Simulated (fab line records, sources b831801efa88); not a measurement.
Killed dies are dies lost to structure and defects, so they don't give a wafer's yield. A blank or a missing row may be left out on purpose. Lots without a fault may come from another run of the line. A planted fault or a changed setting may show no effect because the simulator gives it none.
Which tool did it? | flow gf180mcu | 13 lots, 39 wafers sampled, at 2 steps of a route of 602

WHAT THE GAUGES READ, wafer by wafer
GF_V3_BOW_MEAS_05. Usual: V3_BOW 115 um, standard deviation 8.3.
lot  | measured     | on            | V3_BOW (um) | flag
L163 | day 21 19:16 | film_metro-03 | 107 100 111 |
L164 | day 22 06:31 | film_metro-01 | 119 130 114 |
L165 | day 22 09:13 | film_metro-01 | 113 119 112 |
L167 | day 23 06:32 | film_metro-02 | 123 130 127 |
L168 | day 23 15:14 | film_metro-02 | 102 114 126 |
L169 | day 23 23:09 | film_metro-01 | 127 120 117 |
L170 | day 24 07:57 | film_metro-01 | 114 124 119 |
L172 | day 24 20:16 | film_metro-01 | 126 116 122 |
L175 | day 25 21:16 | film_metro-01 | 111 115 113 |
L180 | day 27 13:15 | film_metro-03 | 112 112 105 |
L181 | day 27 19:43 | film_metro-03 | 114 113 124 |
L182 | day 27 22:22 | film_metro-03 | 114 103 111 |
L185 | day 28 22:15 | film_metro-02 | 108 111 118 |

GF_V3_THK_MEAS_25: measures by xrf. Usual: V3_W_THK 341 nm, standard deviation 6.9.
lot  | measured     | on            | V3_W_THK (nm) | flag
L163 | day 22 19:17 | film_metro-03 | 351 342 349   |
L164 | day 23 06:40 | film_metro-03 | 351 346 350   |
L165 | day 23 09:10 | film_metro-02 | 342 339 347   |
L167 | day 24 06:27 | film_metro-03 | 335 337 332   |
L168 | day 24 14:19 | film_metro-01 | 343 346 342   |
L169 | day 24 22:01 | film_metro-03 | 344 340 338   |
L170 | day 25 06:49 | film_metro-01 | 336 340 342   |
L172 | day 25 18:53 | film_metro-03 | 345 346 346   |
L175 | day 26 19:37 | film_metro-03 | 349 353 345   |
L180 | day 28 09:36 | film_metro-01 | 334 337 334   |
L181 | day 28 16:03 | film_metro-01 | 350 343 341   |
L182 | day 28 18:49 | film_metro-02 | 337 343 340   |
L185 | day 29 17:57 | film_metro-01 | 338 339 331   |

WHICH TOOL RAN EACH LOT (tool, then ch and the chambers of the sampled wafers, then the start)
The record holds no process step before these readings.

WHAT THE TOOLS THEMSELVES READ (means of the sampled wafers that have a number; where no wafer has one, the mark that the record gives instead)
The record holds no such reading with a usual standard deviation.

THE ANSWER, worked out from the rows above alone
Rule: a lot is off if the mean of its wafers that have a number lies more than 3 standard deviations from the usual mean. A lot without any number at a reading at which 4 lots or more have one is off too. The other lots that the step has rows for count as sound. The gauges are gone through in route order, then the tools' own readings, and for those a lot's mean is taken as printed above. The first step at which some lot is off is used, and at that step the reading that is off furthest; a lot without a number counts as furthest.
No lot is off at any reading shown: from this, nothing can be told.

WHAT THE SIMULATOR HAD PUT IN
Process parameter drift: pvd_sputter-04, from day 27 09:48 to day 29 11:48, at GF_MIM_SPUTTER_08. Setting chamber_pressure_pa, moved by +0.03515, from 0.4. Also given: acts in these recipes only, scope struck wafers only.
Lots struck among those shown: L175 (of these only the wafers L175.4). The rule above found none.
